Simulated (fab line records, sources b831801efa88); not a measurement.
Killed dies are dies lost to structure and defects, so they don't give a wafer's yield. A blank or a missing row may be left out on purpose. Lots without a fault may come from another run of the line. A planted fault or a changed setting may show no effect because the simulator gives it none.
Which tool did it? | flow sky130 | 13 lots, 39 wafers sampled, at 5 steps of a route of 708

WHAT THE GAUGES READ, wafer by wafer
The record holds no reading of a measuring or inspecting step that can be judged against a usual standard deviation.

WHICH TOOL RAN EACH LOT (tool, then ch and the chambers of the sampled wafers, then the start)
lot  | SKY_CONTACT_ETCH_16                | SKY_VIA3_SPUTTER_20          | SKY_METAL4_SPUTTER_02        | SKY_CAP2M_CVD_00                | SKY_PAD_OPEN_PROBE_99
L584 | rie_diel-02 ch 0,1, day 31 15:41   | pvd_sputter-02, day 39 19:22 | pvd_sputter-04, day 39 20:05 | pecvd-04 ch 0,1, day 39 20:11   | -
L585 | rie_diel-01 ch 1,2,3, day 32 01:53 | pvd_sputter-02, day 40 06:47 | pvd_sputter-01, day 40 07:30 | pecvd-04 ch 0,1, day 40 07:36   | prober-01, day 46 09:50
L586 | rie_diel-02 ch 0,1,3, day 32 11:11 | pvd_sputter-02, day 40 12:38 | pvd_sputter-01, day 40 13:21 | pecvd-04 ch 1,2, day 40 13:28   | -
L587 | rie_diel-04 ch 1,2,3, day 32 18:02 | pvd_sputter-02, day 40 20:58 | pvd_sputter-04, day 40 21:41 | pecvd-02 ch 0,1,2, day 40 21:47 | prober-01, day 46 19:15
L588 | rie_diel-04 ch 1,2,3, day 33 05:40 | pvd_sputter-02, day 41 06:40 | pvd_sputter-04, day 41 07:23 | pecvd-02 ch 0,1,2, day 41 07:30 | -
L590 | rie_diel-04 ch 0,1,3, day 33 20:20 | pvd_sputter-02, day 41 18:17 | pvd_sputter-02, day 41 19:20 | pecvd-02 ch 0,2, day 41 19:27   | -
L592 | rie_diel-02 ch 0,1, day 35 05:47   | pvd_sputter-03, day 43 00:02 | pvd_sputter-02, day 43 00:45 | pecvd-03 ch 0,1,2, day 43 00:51 | prober-02, day 48 14:12
L593 | rie_diel-04 ch 0,1,2, day 35 07:17 | pvd_sputter-02, day 43 01:01 | pvd_sputter-02, day 43 01:44 | pecvd-04 ch 0,2, day 43 01:50   | -
L594 | rie_diel-02 ch 1,2, day 35 07:38   | pvd_sputter-02, day 43 02:31 | pvd_sputter-01, day 43 03:14 | pecvd-02 ch 0,1, day 43 03:20   | prober-02, day 48 16:30
L595 | rie_diel-01 ch 1,2,3, day 35 11:59 | pvd_sputter-04, day 43 07:29 | pvd_sputter-01, day 43 08:12 | pecvd-03 ch 0,1,2, day 43 08:19 | prober-01, day 48 19:28
L600 | rie_diel-02 ch 0,1,2, day 37 00:29 | pvd_sputter-04, day 44 16:25 | pvd_sputter-02, day 44 17:11 | pecvd-03 ch 1,2, day 44 17:18   | prober-02, day 50 00:18
L601 | rie_diel-04 ch 0,2,3, day 37 04:29 | pvd_sputter-03, day 44 18:05 | pvd_sputter-04, day 44 18:48 | pecvd-03 ch 1,2, day 44 18:55   | prober-01, day 50 01:45
L602 | rie_diel-04 ch 0,3, day 37 14:17   | pvd_sputter-04, day 45 01:03 | pvd_sputter-01, day 45 01:46 | pecvd-02 ch 1,2, day 45 01:52   | prober-02, day 50 06:16
- SKY_CONTACT_ETCH_16: etches BARC in N2/H2, stops on SiO2, time 45.9 s, target depth 60 nm.
- SKY_VIA3_SPUTTER_20: material TiN, target thk 20 nm, time 80 s.
- SKY_METAL4_SPUTTER_02: material AlCu, target thk 735 nm, time 39.1 s.
- SKY_CAP2M_CVD_00: deposits SiO2, target thk 15.5 nm.
- SKY_PAD_OPEN_PROBE_99

WHAT THE TOOLS THEMSELVES READ (means of the sampled wafers that have a number; where no wafer has one, the mark that the record gives instead)
SKY_CONTACT_ETCH_16. Usual: drypump_motor_current_A 5.7 A, standard deviation 0.38; oes_product_au 0.854 a.u., standard deviation 0.0048; throttle_valve_pct 13.224 %, standard deviation 0.0093.
lot  | tool        | drypump_motor_current_A (A) | oes_product_au (a.u.) | throttle_valve_pct (%) | flag
L584 | rie_diel-02 | 5.6                         | 0.857                 | 13.220                 |
L585 | rie_diel-01 | 5.6                         | 0.858                 | 13.223                 |
L586 | rie_diel-02 | 5.7                         | 0.852                 | 13.217                 |
L587 | rie_diel-04 | 6.0                         | 0.854                 | 13.226                 |
L588 | rie_diel-04 | 5.9                         | 0.854                 | 13.224                 |
L590 | rie_diel-04 | 6.0                         | 0.856                 | 13.224                 |
L592 | rie_diel-02 | 5.7                         | 0.854                 | 13.230                 |
L593 | rie_diel-04 | 6.0                         | 0.850                 | 13.226                 |
L594 | rie_diel-02 | 5.4                         | 0.855                 | 13.224                 |
L595 | rie_diel-01 | 5.6                         | 0.857                 | 13.226                 |
L600 | rie_diel-02 | 5.5                         | 0.855                 | 13.230                 |
L601 | rie_diel-04 | 6.0                         | 0.849                 | 13.223                 |
L602 | rie_diel-04 | 6.1                         | 0.855                 | 13.228                 |

SKY_VIA3_SPUTTER_20. Usual: throttle_valve_pct 29.8 %, standard deviation 0.66.
lot  | tool           | throttle_valve_pct (%) | flag
L584 | pvd_sputter-02 | 29.8                   |
L585 | pvd_sputter-02 | 30.3                   |
L586 | pvd_sputter-02 | 30.2                   |
L587 | pvd_sputter-02 | 29.9                   |
L588 | pvd_sputter-02 | 29.9                   |
L590 | pvd_sputter-02 | 29.7                   |
L592 | pvd_sputter-03 | 30.1                   |
L593 | pvd_sputter-02 | 29.8                   |
L594 | pvd_sputter-02 | 30.1                   |
L595 | pvd_sputter-04 | 29.2                   |
L600 | pvd_sputter-04 | 29.2                   |
L601 | pvd_sputter-03 | 30.5                   |
L602 | pvd_sputter-04 | 29.3                   |

SKY_METAL4_SPUTTER_02. Usual: throttle_valve_pct 29.6 %, standard deviation 0.65.
lot  | tool           | throttle_valve_pct (%) | flag
L584 | pvd_sputter-04 | 29.6                   |
L585 | pvd_sputter-01 | 29.4                   |
L586 | pvd_sputter-01 | 29.2                   |
L587 | pvd_sputter-04 | 29.5                   |
L588 | pvd_sputter-04 | 29.4                   |
L590 | pvd_sputter-02 | 29.6                   |
L592 | pvd_sputter-02 | 29.8                   |
L593 | pvd_sputter-02 | 29.8                   |
L594 | pvd_sputter-01 | 29.6                   |
L595 | pvd_sputter-01 | 29.9                   |
L600 | pvd_sputter-02 | 30.1                   |
L601 | pvd_sputter-04 | 29.2                   |
L602 | pvd_sputter-01 | 29.9                   |

SKY_CAP2M_CVD_00. Usual: heater_power_w 717 W, standard deviation 130.
lot  | tool     | heater_power_w (W) | flag
L584 | pecvd-04 | 692                |
L585 | pecvd-04 | 669                |
L586 | pecvd-04 | 685                |
L587 | pecvd-02 | 689                |
L588 | pecvd-02 | 642                |
L590 | pecvd-02 | 526                |
L592 | pecvd-03 | 784                |
L593 | pecvd-04 | 773                |
L594 | pecvd-02 | 698                |
L595 | pecvd-03 | 801                |
L600 | pecvd-03 | 744                |
L601 | pecvd-03 | 729                |
L602 | pecvd-02 | 686                |

SKY_PAD_OPEN_PROBE_99. Usual: killed_at_M0_to_M3 44, standard deviation 7.3; killed_at_M4_up 3.3, standard deviation 1.8; killed_at_contacts 24, standard deviation 5.3; killed_at_front_end 16, standard deviation 5; killed_at_other 0.2, standard deviation 0.51; killed_dies 87, standard deviation 10; killed_open 47, standard deviation 7.5; killed_short 40, standard deviation 6.3.
lot  | tool      | killed_at_M0_to_M3 | killed_at_M4_up | killed_at_contacts | killed_at_front_end | killed_at_other | killed_dies | killed_open | killed_short | flag
L585 | prober-01 | 43                 | 4.3             | 22                 | 17                  | 0.3             | 86          | 49          | 37           |
L587 | prober-01 | 50                 | 3.0             | 20                 | 16                  | 0.0             | 89          | 50          | 39           |
L592 | prober-02 | 46                 | 1.3             | 24                 | 13                  | 0.0             | 85          | 43          | 42           |
L594 | prober-02 | 43                 | 4.0             | 19                 | 18                  | 0.0             | 83          | 42          | 41           |
L595 | prober-01 | 45                 | 2.7             | 23                 | 13                  | 0.0             | 84          | 41          | 43           |
L600 | prober-02 | 41                 | 4.0             | 27                 | 13                  | 0.0             | 86          | 45          | 41           |
L601 | prober-01 | 42                 | 4.0             | 74                 | 12                  | 0.0             | 132         | 44          | 36           | OFF
L602 | prober-02 | 40                 | 3.0             | 66                 | 13                  | 0.0             | 122         | 48          | 30           | OFF

THE ANSWER, worked out from the rows above alone
Rule: a lot is off if the mean of its wafers that have a number lies more than 3 standard deviations from the usual mean. A lot without any number at a reading at which 4 lots or more have one is off too. The other lots that the step has rows for count as sound. The gauges are gone through in route order, then the tools' own readings, and for those a lot's mean is taken as printed above. The first step at which some lot is off is used, and at that step the reading that is off furthest; a lot without a number counts as furthest.
Off: L601, L602, at SKY_PAD_OPEN_PROBE_99 (killed_at_contacts). Neither off nor sound, because the step has no rows for them: L584, L586, L588, L590, L593.
A tool fits if, at that step or a process step before it, it ran every lot that is off, and no sound lot after the first of them. One fits: rie_diel-04 at SKY_CONTACT_ETCH_16. Its last sound lot is L587 (day 32 18:02), its first lot that is off L601 (day 37 04:29): a fault that began between those two fits.

WHAT THE SIMULATOR HAD PUT IN
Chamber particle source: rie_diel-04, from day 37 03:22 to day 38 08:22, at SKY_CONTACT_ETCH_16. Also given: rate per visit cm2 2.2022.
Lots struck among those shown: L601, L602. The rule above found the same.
